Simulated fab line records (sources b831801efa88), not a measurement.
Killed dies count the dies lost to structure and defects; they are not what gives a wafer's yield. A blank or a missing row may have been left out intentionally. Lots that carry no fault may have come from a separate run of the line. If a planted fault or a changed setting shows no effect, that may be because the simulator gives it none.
Which tool was responsible? / flow gf180mcu / Sampling: 6 lots, 18 wafers, 3 of 602 route steps

WHAT THE GAUGES READ, wafer by wafer
GF_VT_IMPLANT_RS_MEAS_47: measurement is done with a four-point probe.
lot=L301; measured=day 7 19:55; on=film_metro-01; NWELL_RS (ohm/sq)=489.1 487.9 489.0
lot=L305; measured=day 8 21:10; on=film_metro-01; NWELL_RS (ohm/sq)=490.0 490.2 489.8
lot=L308; measured=day 9 21:14; on=film_metro-02; NWELL_RS (ohm/sq)=487.0 488.3 488.8
lot=L310; measured=day 10 09:38; on=film_metro-04; NWELL_RS (ohm/sq)=487.4 487.2 488.8
lot=L312; measured=day 10 22:34; on=film_metro-02; NWELL_RS (ohm/sq)=487.8 487.8 487.5
lot=L315; measured=day 11 19:49; on=film_metro-02; NWELL_RS (ohm/sq)=481.0 481.7 481.6

TOOL THAT RAN EACH LOT (tool first, then ch and the chambers of the sampled wafers, then the start)
lot=L301; GF_NWELL_IMPLANT_09=implanter-03 ch 0, day 3 13:02; GF_VT_IMPLANT_STRIP_20=plasma_asher-04 ch 0,1, day 6 11:53
lot=L305; GF_NWELL_IMPLANT_09=implanter-01 ch 0, day 4 09:35; GF_VT_IMPLANT_STRIP_20=plasma_asher-01 ch 0,1, day 7 13:14
lot=L308; GF_NWELL_IMPLANT_09=implanter-03 ch 0, day 5 05:04; GF_VT_IMPLANT_STRIP_20=plasma_asher-03 ch 0,1, day 8 10:56
lot=L310; GF_NWELL_IMPLANT_09=implanter-01 ch 0, day 5 15:15; GF_VT_IMPLANT_STRIP_20=plasma_asher-03 ch 0, day 8 22:17
lot=L312; GF_NWELL_IMPLANT_09=implanter-03 ch 0, day 6 01:26; GF_VT_IMPLANT_STRIP_20=plasma_asher-04 ch 0,1, day 9 10:11
lot=L315; GF_NWELL_IMPLANT_09=implanter-01 ch 0, day 6 18:26; GF_VT_IMPLANT_STRIP_20=plasma_asher-01 ch 0,1, day 10 06:11
- GF_NWELL_IMPLANT_09
- GF_VT_IMPLANT_STRIP_20: strips in O2/N2.

THE ANSWER, worked out from the rows above alone
Rule: what is usual is taken from the lots themselves. The widest of any qualifying gaps counts: lots, ordered by their means at a reading, are off when they make up no more than a third of the lots, leave a main group of 4 or more, and stand apart from it by 3 or more times the standard deviation of that group's means. The tables above print the reading to a certain number of digits; a main group whose means all agree to those digits is not used. Also off: a lot with no number at a reading for which 4 or more lots have one. Any other lot the step has rows for is counted as sound.
Off: L315, at GF_VT_IMPLANT_RS_MEAS_47 (NWELL_RS). Main group: mean 488.4 ohm/sq, sd 0.85.
A tool fits if, at a process step before that reading, it ran every lot that is off, and no sound lot after the first of them. The gauges at GF_VT_IMPLANT_RS_MEAS_47 are tried like those tools. Can't be told from this: 3 tools fit, implanter-01 at GF_NWELL_IMPLANT_09, plasma_asher-01 at GF_VT_IMPLANT_STRIP_20, film_metro-02 at GF_VT_IMPLANT_RS_MEAS_47.

WHAT THE SIMULATOR PUT IN
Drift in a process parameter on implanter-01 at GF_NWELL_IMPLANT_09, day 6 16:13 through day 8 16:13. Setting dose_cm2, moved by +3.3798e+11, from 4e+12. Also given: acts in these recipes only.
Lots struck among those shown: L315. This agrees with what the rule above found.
